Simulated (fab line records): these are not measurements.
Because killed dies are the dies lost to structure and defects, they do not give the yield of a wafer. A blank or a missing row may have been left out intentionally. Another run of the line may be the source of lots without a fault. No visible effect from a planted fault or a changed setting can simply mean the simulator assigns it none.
Comparing a struck lot with a sound one ; flow sky130 ; 15 out of 708 route steps
Sound: these wafers, L767.1, L767.2, L767.4. Struck: wafers L757.2, L757.5, L757.6. The cause is given at the end.
Per side, at each step with rows, come the tool, then ch with its chambers, and then its first start. Under that, the readings that differ: sound wafers ; struck wafers ; difference of the means ; sigmas: that difference in standard deviations of wafers without a fault.
alike: readings with means less than 2 such deviations apart, plus words and numbers identical on both sides. not compared: withheld readings, readings lacking a value on some wafer, bounds such as >300 that could conceal the same value, and numbers that have no deviation in the record and whose values overlap.
A row with sigmas, a row that says differs or no value, or rows on one side alone: a step with any of these is where the two part. Numbers that have no deviation but don't overlap get no sigmas and don't part them. A reading missing from all wafers of one side parts the sides only when that side holds two or more wafers.

first, 6 steps without rows for these wafers: SKY_GATE_OXIDE_HMDS_04 (prime time 60 s); SKY_GATE_OXIDE_COAT_05 (resist thk 1140 nm); SKY_GATE_OXIDE_SOFTBAKE_06 (time 60 s); SKY_GATE_OXIDE_EXPOSE_07 (exposes mask LVOM, target cd 600 nm); SKY_GATE_OXIDE_PEB_08; SKY_GATE_OXIDE_DEVELOP_09 (develop time 60 s).
SKY_GATE_OXIDE_OVL_MEAS_10:
  struck on overlay-02, day 17 15:20; sound on overlay-01, day 21 08:07
  alike: GATE_OXIDE_OVL
then, 2 steps without rows for these wafers: SKY_GATE_OXIDE_IMPLANT_11; SKY_GATE_OXIDE_WET_ETCH_12 (etches SiO2 in dHF, target depth 16.8 nm, time 336 s).
SKY_GATE_OXIDE_STRIP_13: strips in O2/N2.
  sound on plasma_asher-02 ch 0,1, day 21 08:30; struck on plasma_asher-01 ch 0,1, day 17 15:37
  alike: chamber_pressure_mTorr, drypump_motor_current_A, o2_flow_sccm, oes_product_au, strip_time_to_endpoint_s
  not compared: rf_hours_counter_h
SKY_GATE_OXIDE_TW_MEAS_14:
  struck on film_metro-03, day 17 15:43; sound on film_metro-03, day 21 08:36
  alike: GATE_OXIDE_TW
then, 1 step without rows for these wafers: SKY_GATE_OXIDE_CLEAN_15 (cleans in SC1/SC2, time 150 s).
SKY_GATE_OXIDE_OXIDATION_16: stabilise 600 s, purge 300 s, target thk 3.57 nm.
  sound on furnace-01 ch 0, day 21 08:43; struck on furnace-01 ch 0, day 17 16:29
reading;sound;struck;difference;sigmas
ox_temp_c_max;805.3 804.1 805.1;806.2 807.1 807.9;+2.2;+2
model.SiO2_of_GATE_OXIDE_OXIDATION_01.thk_nm (nm);12.02 12.04 12.01;13.08 12.91 13.09;+1.00;
then, 1 step without rows for these wafers: SKY_POLY_GATE_CVD_00 (deposits poly-Si, target thk 180 nm, time 720 s).
-- a jump in the record: the struck wafers' starts before and after are 31 days apart (it breaks off in module POLY_GATE and resumes in module PAD_OPEN, where the first step shown is number 708 of the route) --
SKY_PAD_OPEN_PROBE_99:
  struck on prober-01, day 48 10:56; sound on prober-01, day 50 12:32
reading;sound;struck;difference;sigmas
model.etest.nfet_16v.r_on_ohm_um;1.439e+04 1.436e+04 1.44e+04;1.478e+04 1.478e+04 1.495e+04;+4.533e+02;
model.etest.pfet_01v8.r_on_ohm_um;2972 3063 2996;3600 3622 3536;+576;
model.etest.tip_sonos.rs_ohm_sq;2807 2871 2867;3201 3162 3200;+339;
model.etest.nfet_01v8.r_on_ohm_um;861.5 851.3 836.4;1149 1168 1125;+298;
model.etest.tip_p.rs_ohm_sq;6951 6908 7018;7263 7159 7221;+255;
model.etest.nfet_01v8_lvt.drive_ua_um;555.1 563.4 572.2;388.1 380.3 395.8;-175.5;
model.etest.nfet_01v8_turned.drive_ua_um;486.6 494.6 503.7;323.2 319.8 331.3;-170.2;
  alike: killed_at_M0_to_M3, killed_at_M4_up, killed_at_contacts, killed_at_front_end, killed_at_other, killed_dies, killed_on_rim, killed_open, killed_short
  not compared: model.etest.pfet_g5v0d10v5.r_on_ohm_um

WHERE THEY PART
Only at SKY_GATE_OXIDE_OXIDATION_16, as far as this record shows. Later steps at which nothing parts them and some readings are alike: SKY_PAD_OPEN_PROBE_99.

WHY: whatever the simulator had introduced
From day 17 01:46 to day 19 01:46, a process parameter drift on furnace-01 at SKY_GATE_OXIDE_OXIDATION_16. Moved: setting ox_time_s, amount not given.
